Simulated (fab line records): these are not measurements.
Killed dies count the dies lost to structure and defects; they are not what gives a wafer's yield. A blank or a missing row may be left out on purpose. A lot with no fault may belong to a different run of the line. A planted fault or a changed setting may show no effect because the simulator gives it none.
The tool behind it: which one?    flow gf180mcu    10 lots, 30 wafers sampled, at 7 steps of a route of 602

WHAT THE GAUGES READ, wafer by wafer
GF_V4_THK_MEAS_03.
lot   measured      on             V4_CVD_02_THK (nm)
L234  day 24 14:08  film metro-04  859 849 860
L236  day 25 09:47  film metro-04  859 843 849
L237  day 25 12:17  film metro-04  831 848 850
L241  day 26 19:17  film metro-01  859 874 861
L242  day 27 04:00  film metro-03  827 843 837
L245  day 28 03:28  film metro-03  844 850 841
L246  day 28 09:21  film metro-03  852 859 864
L249  day 29 06:49  film metro-03  843 853 859
L251  day 29 21:23  film metro-01  834 833 880
L252  day 30 02:50  film metro-01  851 844 839

GF_V4_OVL_MEAS_15.
lot   measured      on          V4_OVL (nm)
L234  day 25 11:37  overlay-01  1 -7 -9
L236  day 26 07:17  overlay-02  2 4 -1
L237  day 26 09:34  overlay-02  -3 -9 -6
L241  day 27 15:38  overlay-02  3 3 -2
L242  day 28 01:04  overlay-01  0 -2 4
L245  day 28 23:43  overlay-02  -3 9 -2
L246  day 29 05:10  overlay-01  -8 2 2
L249  day 30 02:25  overlay-01  -8 -1 -2
L251  day 30 16:01  overlay-02  -1 -15 -7
L252  day 30 20:46  overlay-01  -1 4 -4

GF_MIM_RS_MEAS_10: uses a four-point probe to measure.
lot   measured      on             MIM_ALCU_RS (ohm/sq)
L234  day 25 13:35  film metro-01  0.1644 0.1612 0.1641
L236  day 26 09:06  film metro-01  0.1587 0.1636 0.1609
L237  day 26 11:35  film metro-04  0.1580 0.1627 0.1576
L241  day 27 17:27  film metro-01  0.2319 0.1620 0.1580 0.2319 0.1615 0.1582
L242  day 28 02:53  film metro-02  0.1610 0.1580 0.1612
L245  day 29 01:38  film metro-01  0.1592 0.1590 0.1597
L246  day 29 07:01  film metro-02  0.1582 0.1624 0.1599
L249  day 30 04:19  film metro-02  0.1629 0.1613 0.1578
L251  day 30 17:50  film metro-02  0.1623 0.1618 0.1633
L252  day 30 22:35  film metro-02  0.1581 0.1578 0.1618

GF_MIM_THK_MEAS_11: measures by xrf.
lot   measured      on             MIM_ALCU_THK (nm)
L234  day 25 13:42  film metro-01  197.7 201.0 196.3
L236  day 26 09:13  film metro-01  203.9 197.4 203.3
L237  day 26 11:43  film metro-04  205.2 200.7 206.1
L241  day 27 21:08  film metro-01  161.2 199.8 205.1 158.7 201.1 205.7
L242  day 28 03:00  film metro-02  202.6 206.1 202.4
L245  day 29 01:46  film metro-01  203.5 203.3 203.2
L246  day 29 07:08  film metro-02  203.5 199.7 202.6
L249  day 30 04:25  film metro-02  199.7 202.0 205.7
L251  day 30 17:57  film metro-02  199.7 201.6 199.3
L252  day 30 22:42  film metro-02  205.6 206.3 201.1

GF_M5_CD_MEAS_07 targets a cd of 280 nm.
lot   measured      on         cd nm (nm)
L234  day 27 07:54  cd sem-02  280.5 280.3 280.0
L236  day 28 01:58  cd sem-01  277.5 277.3 278.4
L237  day 28 04:33  cd sem-02  278.4 278.5 279.0
L241  day 29 08:46  cd sem-01  281.6 281.7 282.1
L242  day 29 17:33  cd sem-02  280.6 279.5 281.0
L245  day 30 15:12  cd sem-02  281.5 281.6 281.1
L246  day 30 20:09  cd sem-01  281.3 280.1 280.9
L249  day 31 16:19  cd sem-01  279.6 280.6 278.5
L251  day 32 05:42  cd sem-01  279.3 279.8 278.6
L252  day 32 08:52  cd sem-01  278.8 280.5 280.3

WHAT TOOL EACH LOT RAN ON (gives the tool, then ch and the chambers of the sampled wafers, and finally the start)
lot   GF_MIM_SPUTTER_08             GF_MIM_METAL_ETCH_19
L234  pvd sputter-04, day 25 13:31  rie metal-02 ch 0,1, day 26 11:00
L236  pvd sputter-04, day 26 09:01  rie metal-04 ch 0, day 27 05:21
L237  pvd sputter-04, day 26 11:32  rie metal-03 ch 1, day 27 08:12
L241  pvd sputter-04, day 27 17:22  rie metal-03 ch 0,1, day 28 12:45
L242  pvd sputter-02, day 28 02:49  rie metal-04 ch 0,1, day 28 21:39
L245  pvd sputter-01, day 29 01:35  rie metal-04 ch 0,1, day 29 20:11
L246  pvd sputter-01, day 29 06:57  rie metal-02 ch 0,1, day 30 01:48
L249  pvd sputter-02, day 30 04:14  rie metal-02 ch 0,1, day 30 22:30
L251  pvd sputter-01, day 30 17:46  rie metal-04 ch 0,1, day 31 12:00
L252  pvd sputter-02, day 30 22:31  rie metal-03 ch 0,1, day 31 15:57
- GF_MIM_SPUTTER_08: material AlCu, target thk 200 nm, time 10.6 s.
- GF_MIM_METAL_ETCH_19: etches the open film in Cl2/BCl3, stops on Si3N4, target depth 324.5 nm, time 54.1 s.

WHAT THE TOOLS THEMSELVES READ (means of the sampled wafers that have a number; where no wafer has one, the mark that the record gives instead)
GF_MIM_SPUTTER_08.
lot   tool            chamber pressure pa (Pa)  throttle valve pct (%)
L234  pvd sputter-04  0.3992                    30.6
L236  pvd sputter-04  0.3996                    29.3
L237  pvd sputter-04  0.4000                    30.4
L241  pvd sputter-04  0.3999                    30.5
L242  pvd sputter-02  0.4002                    30.4
L245  pvd sputter-01  0.3993                    30.0
L246  pvd sputter-01  0.3995                    30.6
L249  pvd sputter-02  0.4001                    30.8
L251  pvd sputter-01  0.4007                    30.7
L252  pvd sputter-02  0.4001                    30.4

GF_MIM_METAL_ETCH_19.
lot   tool          drypump motor current A (A)  mfc cl2 sccm (sccm)  oes product au (a.u.)  throttle valve pct (%)
L234  rie metal-02  5.3                          79.99                0.931                  28.289
L236  rie metal-04  5.7                          79.96                0.940                  28.291
L237  rie metal-03  6.3                          80.11                0.945                  28.280
L241  rie metal-03  6.1                          80.16                0.913                  28.309
L242  rie metal-04  5.8                          79.79                0.942                  28.284
L245  rie metal-04  5.8                          79.88                0.937                  28.283
L246  rie metal-02  5.2                          79.76                0.943                  28.273
L249  rie metal-02  5.2                          79.91                0.938                  28.291
L251  rie metal-04  5.8                          79.93                0.935                  28.292
L252  rie metal-03  6.0                          80.05                0.942                  28.283

THE ANSWER, worked out from the rows above alone
Rule: what is usual is taken from the lots themselves. The widest of any qualifying gaps counts: lots, ordered by their means at a reading, are off when they make up no more than a third of the lots, leave a main group of 4 or more, and stand apart from it by 3 or more times the standard deviation of that group's means. A main group whose means are all the same, to the digits that the tables above print for the reading, isn't used. A lot without any number at a reading at which 4 lots or more have one is off too. All remaining lots with rows at the step are treated as sound. After the gauges, taken in route order, come the tools' own readings; for these a lot's mean is taken, as printed above. The first step at which some lot is off is used, and at that step the reading that is off furthest; a lot without a number counts as furthest.
Off: at GF_MIM_RS_MEAS_10 (MIM_ALCU_RS), L241. The main group has a mean of 0.1606 ohm/sq with a standard deviation of 0.0013.
If a tool, at a process step before that reading, ran all the lots that are off and no sound lot after the first of them, it fits. Not tried: the gauges at GF_MIM_RS_MEAS_10; whatever is off there is also off at GF_MIM_METAL_ETCH_19, on other tools, and gauge error can't account for it. One candidate fits, namely pvd sputter-04 at GF_MIM_SPUTTER_08. A fault onset in the window from L237 (day 26 11:32, its last sound lot) to L241 (day 27 17:22, its first lot off) fits.

WHAT THE SIMULATOR HAD INSERTED
Site profile drift: pvd sputter-04, from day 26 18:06 on, at GF_MIM_SPUTTER_08. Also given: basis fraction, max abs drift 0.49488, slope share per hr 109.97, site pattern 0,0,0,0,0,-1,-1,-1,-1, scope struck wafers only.
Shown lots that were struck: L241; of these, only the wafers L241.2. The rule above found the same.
